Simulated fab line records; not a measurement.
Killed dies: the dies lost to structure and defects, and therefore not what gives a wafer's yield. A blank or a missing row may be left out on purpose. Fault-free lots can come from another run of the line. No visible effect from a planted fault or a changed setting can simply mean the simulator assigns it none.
A struck lot beside a sound one    flow sfq line    20 out of 325 route steps
Sound: wafers L339.2, L339.3, L339.6. Struck: wafers L347.3, L347.4, L347.6. The cause is given at the end.
For every step that has rows: the tool of each side, followed by ch and its chambers, followed by its first start. Under that, the readings that differ: sound wafers    struck wafers    difference of the means    sigmas: that difference in standard deviations of wafers without a fault.
alike: a reading whose means differ by less than 2 such deviations, as well as words and numbers matching on both sides. not compared: withheld readings; readings where some wafer has no value; bounds like >300 that might hide an equal value; numbers whose values overlap and for which the record gives no deviation.
A row with sigmas, a row that says differs or no value, or rows on one side alone: a step with any of these is where the two part. When numbers do not overlap yet have no deviation, they are printed without sigmas and do not part them. Lack of a reading on every wafer of one side parts them only where that side has two or more wafers.

first, 2 steps without rows for these wafers: SFQ_TRILAYER_C5_LITHO_PEB_154 (peb time 60 s); SFQ_TRILAYER_C5_LITHO_DEVELOP_153 (time 60 s).
SFQ_C5_OVL_MEAS_937:
  struck on overlay-02, day 80 17:16; sound on overlay-02, day 75 20:47
  alike: C5_OVL
SFQ_TRILAYER_C5_BARC_OPEN_VIA_ETCH_210: etches BARC in O2, target depth 125 nm, time 41.7 s.
  sound on rie diel-01 ch 1,3, day 75 20:49; struck on rie diel-01 ch 0,2,3, day 80 17:17
  alike: drypump motor current A, oes product au
  not compared: rf hours counter h
then, 1 step without rows for these wafers: SFQ_TRILAYER_C5_ETCH_VIA_ETCH_154 (etches SiO2 in CHF3, stops on Nb, target depth 84 nm).
SFQ_TRILAYER_C5_STRIP_STRIP_155: strips in O2.
  sound on rie metal-03 ch 0,1, day 75 20:55; struck on rie metal-04 ch 0,1, day 80 17:34
  alike: drypump motor current A, oes product au
  not compared: rf hours counter h
then, 2 steps without rows for these wafers: SFQ_TRILAYER_C5_STRIP_SOLV_CLEAN_156 (cleans in NMP, time 600 s); SFQ_TRILAYER_M6_DEP_PRE_CLEAN_158 (time 22.5 s).
SFQ_TRILAYER_M6_DEP_SPUTTER_157: material Nb, target thk 200 nm, time 133.3 s.
  struck on pvd sputter-05, day 80 18:10; sound on pvd sputter-06, day 75 21:43
  alike: throttle valve pct
SFQ_M6_RS_MEAS_938: a four-point-probe measurement.
  struck on film metro-02, day 80 18:18; sound on film metro-02, day 75 21:49
  alike: M6_NB_RS
then, 1 step without rows for these wafers: SFQ_TRILAYER_M6_LITHO_COAT_164 (resist thk 62 nm).
SFQ_TRILAYER_M6_LITHO_COAT_159: resist thk 600 nm.
  sound on litho track-01 ch 0, day 75 22:20; struck on litho track-01 ch 0, day 80 18:51
reading                                              sound                 struck                difference  sigmas
spin speed rpm (rpm)                                 3000.8 2998.6 3000.1  3063.2 3063.5 3059.6  +62.3       +27
model.KrF_of_TRILAYER_M6_LITHO_COAT_159.thk nm (nm)  601.2 599.1 599.6     591.6 590.6 590.6     -9.0        
  alike: resist line temp C
then, 4 steps without rows for these wafers: SFQ_TRILAYER_M6_LITHO_SOFTBAKE_163; SFQ_TRILAYER_M6_LITHO_EXPOSE_160 (exposes mask M6, target cd 500 nm); SFQ_TRILAYER_M6_LITHO_PEB_162 (peb time 60 s); SFQ_TRILAYER_M6_LITHO_DEVELOP_161 (time 60 s).
-- the record jumps here: 5 days lie between the struck wafers' starts before and after --
SFQ_M6_OVL_MEAS_940:
  struck on overlay-02, day 85 13:56; sound on overlay-01, day 80 10:03
  alike: M6_OVL
SFQ_TRILAYER_M6_BARC_OPEN_METAL_ETCH_206: etches BARC in O2, target depth 125 nm, time 41.7 s.
  sound on rie metal-04 ch 0,1, day 80 10:05; struck on rie metal-01 ch 0,1, day 85 13:58
  alike: drypump motor current A, oes product au
  not compared: rf hours counter h
SFQ_TRILAYER_M6_ETCH_METAL_ETCH_162: etches Nb in Cl2/Ar, stops on SiO2, target depth 240 nm, time 120 s.
  sound on rie metal-04 ch 0,1, day 80 10:08; struck on rie metal-01 ch 0,1, day 85 14:03
reading                                              sound              struck             difference  sigmas
model.KrF_of_TRILAYER_M6_LITHO_COAT_159.thk nm (nm)  379.8 381.4 377.3  372.7 367.3 369.3  -9.7        
  alike: drypump motor current A, oes product au
  not compared: rf hours counter h
SFQ_TRILAYER_M6_STRIP_STRIP_163: strips in O2.
  sound on rie metal-04 ch 0,1, day 80 10:16; struck on rie metal-01 ch 0,1, day 85 14:20
  alike: drypump motor current A, oes product au
  not compared: rf hours counter h

WHERE THEY PART
Within this record, at SFQ_TRILAYER_M6_LITHO_COAT_159 only. Later steps at which nothing parts them and some readings are alike: SFQ_M6_OVL_MEAS_940, SFQ_TRILAYER_M6_BARC_OPEN_METAL_ETCH_206, SFQ_TRILAYER_M6_ETCH_METAL_ETCH_162, SFQ_TRILAYER_M6_STRIP_STRIP_163.

WHY: the cause the simulator had injected
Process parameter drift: litho track-01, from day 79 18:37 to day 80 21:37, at SFQ_TRILAYER_M6_LITHO_COAT_159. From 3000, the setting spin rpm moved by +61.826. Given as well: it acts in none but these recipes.
